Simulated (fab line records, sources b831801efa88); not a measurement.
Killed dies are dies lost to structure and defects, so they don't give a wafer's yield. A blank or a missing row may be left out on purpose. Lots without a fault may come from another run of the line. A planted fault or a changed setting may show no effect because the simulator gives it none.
Problem report in the 8D (eight disciplines) form, filled by code | flow sky130 | the parts of the form that need people (team, actions taken, sign-off) are left out

1. THE PROBLEM
developer_temp_C at SKY_LDD_HVP_DEVELOP_06 reads a mean of 24.00 C on 6 wafers of 2 lots; wafers without a fault read 23.01 C with a standard deviation of 0.12. That is +8.2 standard deviations from the usual mean.
The step: develop time 60 s.
First seen on wafer L999.1, day 21 20:16, on litho_track-04. The record holds 36 wafers of 12 lots with a number at this step. Rule for "out", or "out of limits": more than 4 standard deviations from the usual mean. The other wafers with a number count as sound.

2. WHAT IT IS AND WHAT IT IS NOT
question                    | is                     | is not
which readings at this step | developer_temp_C       | resist_line_temp_C
which lots                  | L101, L999             | L100, L103, L106, L107, L109, L110, L111, L112, L989, L997
which wafers of those lots  | all that have a number | -
read on which tools         | litho_track-04         | litho_track-01, litho_track-03
when                        | from day 21 20:16      | up to then (6 sound wafers); but 24 sound wafers of L100, L103, L106, L107, L109, L110, L111, L112 came after

3. SUSPECTS, AND WHAT RULES EACH OUT
Counting: a tool at a process step up to the reading stays a suspect if it ran every lot that is out and no sound lot after the first of them.
- litho_track-04 at SKY_LDD_HVP_DEVELOP_06 (develop time 60 s): ruled out as a lasting fault. Sound lots L109, L112 ran on it after its first lot that is out, L999 (day 21 20:16).
Left after counting: nothing in the record.

4. THE CAUSE (what the simulator had put in)
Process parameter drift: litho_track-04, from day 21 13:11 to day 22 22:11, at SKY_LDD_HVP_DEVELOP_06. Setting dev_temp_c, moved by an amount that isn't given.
Counting ruled it out, wrongly.

5. THE CHAIN OF EFFECTS, in route order
Each row: a reading whose mean over the struck wafers that have a number lies more than 3 standard deviations from the usual. Only readings for which the record gives a usual standard deviation are gone through. hours: the time from each lot's start at the first step in this table that gives one to its start at this step, as a median over the lots. sigmas: the change in usual standard deviations.
hours | step                   | reading          | usual   | on struck wafers | change | sigmas
0     | SKY_LDD_HVP_DEVELOP_06 | developer_temp_C | 23.01 C | 24.00            | +0.98  | +8.2
The process steps in it:
- SKY_LDD_HVP_DEVELOP_06: develop time 60 s.
Later measuring or inspecting steps at which every struck wafer that the step has a row for has a number for every such reading, and none has moved that far: SKY_LDD_HVP_TW_MEAS_10.

6. WHAT WOULD HAVE CAUGHT IT SOONER
In this record the first reading out of limits was taken at day 21 20:16, 7 hours after the fault began at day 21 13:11.
